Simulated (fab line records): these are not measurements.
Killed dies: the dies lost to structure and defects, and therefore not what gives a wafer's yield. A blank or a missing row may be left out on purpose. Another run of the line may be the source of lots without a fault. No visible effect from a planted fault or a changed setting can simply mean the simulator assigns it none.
What tool caused it?    flow sky130    Sampling: 10 lots, 30 wafers, 4 of 708 route steps

== WHAT EACH GAUGE READ, for each wafer ==
SKY_METAL2_RS_MEAS_05: a four-point-probe measurement.
lot   measured      on             METAL2_ALCU_RS (ohm/sq)
L658  day 34 11:32  film-metro-04  0.1257 0.1271 0.1273
L663  day 36 02:58  film-metro-04  0.1277 0.1284 0.1274
L666  day 37 13:06  film-metro-01  0.1250 0.1264 0.1253
L668  day 38 06:46  film-metro-04  0.1268 0.1282 0.1292
L669  day 38 22:32  film-metro-04  0.1259 0.1234 0.1266
L671  day 39 14:47  film-metro-01  0.1276 0.1278 0.1254
L673  day 39 18:08  film-metro-03  0.1259 0.1266 0.1266
L674  day 39 18:26  film-metro-03  0.1852 0.1799 0.1801
L675  day 39 23:41  film-metro-03  0.1244 0.1248 0.1247
L676  day 40 04:13  film-metro-04  0.1862 0.1874 0.1835

== WHAT TOOL EACH LOT RAN ON (gives the tool, then ch and the chambers of the sampled wafers, and finally the start) ==
lot   SKY_VIA1_STRIP_16                     SKY_VIA1_CVD_21                SKY_METAL2_SPUTTER_02
L658  plasma-asher-04 ch 0,1, day 34 10:07  cvd-w-02 ch 0,1, day 34 10:50  pvd-sputter-03, day 34 11:27
L663  plasma-asher-04 ch 0,1, day 36 01:34  cvd-w-02 ch 0,1, day 36 02:14  pvd-sputter-01, day 36 02:50
L666  plasma-asher-02 ch 0,1, day 37 11:40  cvd-w-01 ch 0,1, day 37 12:22  pvd-sputter-04, day 37 12:59
L668  plasma-asher-04 ch 0,1, day 38 05:19  cvd-w-01 ch 0,1, day 38 06:02  pvd-sputter-03, day 38 06:40
L669  plasma-asher-01 ch 0,1, day 38 21:10  cvd-w-02 ch 0,1, day 38 21:49  pvd-sputter-01, day 38 22:26
L671  plasma-asher-04 ch 0,1, day 39 12:42  cvd-w-02 ch 0,1, day 39 13:52  pvd-sputter-01, day 39 14:39
L673  plasma-asher-04 ch 0,1, day 39 16:23  cvd-w-01 ch 1, day 39 17:04    pvd-sputter-03, day 39 18:01
L674  plasma-asher-02 ch 0, day 39 17:02    cvd-w-02 ch 0,1, day 39 17:43  pvd-sputter-01, day 39 18:20
L675  plasma-asher-01 ch 0,1, day 39 22:03  cvd-w-02 ch 0,1, day 39 22:42  pvd-sputter-04, day 39 23:33
L676  plasma-asher-02 ch 0,1, day 40 02:50  cvd-w-02 ch 0,1, day 40 03:30  pvd-sputter-01, day 40 04:07
- SKY_VIA1_STRIP_16: strips in O2/N2.
- SKY_VIA1_CVD_21: deposits W, target thk 270 nm, time 80.902 s.
- SKY_METAL2_SPUTTER_02: material AlCu, target thk 250 nm, time 13.3 s.

== THE ANSWER, worked out from the rows above alone ==
Rule: usual is defined by the lots themselves. The widest of any qualifying gaps counts: lots, ordered by their means at a reading, are off when they make up no more than a third of the lots, leave a main group of 4 or more, and stand apart from it by 3 or more times the standard deviation of that group's means. The tables above print the reading to a certain number of digits; a main group whose means all agree to those digits is not used. Also off: a lot with no number at a reading for which 4 or more lots have one. All remaining lots with rows at the step are treated as sound.
Off: L674, L676, at SKY_METAL2_RS_MEAS_05 (METAL2_ALCU_RS). Main group: mean 0.1264 ohm/sq, sd 0.0011.
If a tool, at a process step before that reading, ran all the lots that are off and no sound lot after the first of them, it fits. Those tools and the gauges at SKY_METAL2_RS_MEAS_05 are tried in the same way. 2 tools fit, plasma-asher-02 at SKY_VIA1_STRIP_16 and pvd-sputter-01 at SKY_METAL2_SPUTTER_02, so this cannot tell which one it is.

== WHAT THE SIMULATOR HAD INSERTED ==
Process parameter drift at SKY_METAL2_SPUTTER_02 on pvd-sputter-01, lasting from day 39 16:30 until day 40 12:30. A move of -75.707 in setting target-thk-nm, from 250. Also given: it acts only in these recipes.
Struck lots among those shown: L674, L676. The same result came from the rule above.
